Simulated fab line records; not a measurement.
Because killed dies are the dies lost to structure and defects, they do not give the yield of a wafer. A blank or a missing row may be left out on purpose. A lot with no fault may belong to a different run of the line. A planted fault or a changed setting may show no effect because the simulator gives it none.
2 desks, one fault ; flow gf180mcu ; every desk sees just its own numbers, and what lay behind them comes last

THE METROLOGY DESK
What the gauges read for every lot (on any tool): the sampled wafers with a number, averaged. Any lot whose mean is over 4 standard deviations away from the usual mean is out of limits and marked OUT; that distance is given in the brackets.
Columns: A = POLY_GATE_CVD_00_THK at GF_POLY_GATE_THK_MEAS_01, usual 200.5 nm; B = M1_ALCU_RS at GF_M1_RS_MEAS_05, usual 0.0695 ohm/sq; C = M1_OVL at GF_M1_OVL_MEAS_15, usual 0 nm
lot;first seen here;A;B;C
L582;day 8 11:49;199.5;0.0708;2
L583;day 8 19:22;200.9;0.0691;2
L584;day 9 03:51;202.1;0.0688;1
L585;day 9 09:30;201.3;0.0700;3
L586;day 9 15:44;202.0;0.0702;8
L590;day 10 23:35;199.0;0.0684;-2
L591;day 11 04:25;199.9;0.0695;1
L592;day 11 11:42;201.5;0.0697;-1
L594;day 11 22:37;201.7;0.0704;3
L595;day 12 08:28;200.7;0.0701;4
L600;day 13 15:26;266.8 (+39) OUT;0.0694;-1
L605;day 15 06:19;198.1;0.0693;2
This desk reports L600 out of limits; the earliest was L600 at day 13 15:26 (POLY_GATE_CVD_00_THK at GF_POLY_GATE_THK_MEAS_01). L582, L583, L584, L585, L586, L590, L591, L592, L594, L595, L605: within limits.

AT THE TOOL OWNER'S DESK: lpcvd-02
The tool's own readings at GF_POLY_GATE_CVD_00 (deposits poly-Si, target thk 200 nm, time 1200 s): means of the sampled wafers that have a number, for each lot that ran on this tool. Any lot whose mean is over 4 standard deviations away from the usual mean is out of limits and marked OUT; that distance is given in the brackets.
Columns: A = spikeTcBottomC at GF_POLY_GATE_CVD_00, usual 639.2 C; B = spikeTcCentreC at GF_POLY_GATE_CVD_00, usual 620.9 C; C = spikeTcLowerC at GF_POLY_GATE_CVD_00, usual 619.8 C; D = spikeTcTopC at GF_POLY_GATE_CVD_00, usual 640.7 C; E = spikeTcUpperC at GF_POLY_GATE_CVD_00, usual 619.5 C; F = susceptorTempC at GF_POLY_GATE_CVD_00, usual 620.01 C; G = zonePowerUpperPct at GF_POLY_GATE_CVD_00, usual 8.3 %
lot;first seen here;A;B;C;D;E;F;G
L584;day 9 02:31;637.9;619.9;621.3;639.7;619.4;619.94;7.3
L585;day 9 08:10;638.3;620.5;620.2;639.8;617.6;619.54;7.4
L590;day 10 22:15;640.3;621.2;618.6;642.8;620.1;619.85;8.2
L591;day 11 03:05;637.8;619.8;620.9;640.1;618.6;619.76;7.4
L592;day 11 10:22;641.5;622.5;619.5;642.3;619.3;619.87;8.1
L594;day 11 21:16;640.7;621.2;619.8;642.9;619.3;620.06;8.2
L595;day 12 07:07;641.2;621.2;618.6;642.8;620.3;619.84;8.2
L600;day 13 14:05;651.1 (+7.4) OUT;630.8 (+7.6) OUT;632.8 (+9.3) OUT;652.0 (+5.4) OUT;633.2 (+11) OUT;632.80 (+49) OUT;7.7
This desk finds L600 out of limits, L600 being first, at day 13 14:05 (spikeTcBottomC at GF_POLY_GATE_CVD_00). L584, L585, L590, L591, L592, L594, L595: within limits.

BROUGHT TOGETHER
An alarm could have come from the tool owner's desk at day 13 14:05, on L600.
L600 would have let the metrology desk raise an alarm at day 13 15:26.
GF_POLY_GATE_CVD_00 was run on lpcvd-02 by each of the lots named.

WHAT THE SIMULATOR HAD PUT IN
lpcvd-02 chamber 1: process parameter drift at GF_POLY_GATE_CVD_00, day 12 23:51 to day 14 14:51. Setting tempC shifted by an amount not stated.
Struck lots among those shown: L600.
Hours from the fault's start to each desk's first reading out of limits: the tool owner's desk, 14; the metrology desk, 16.
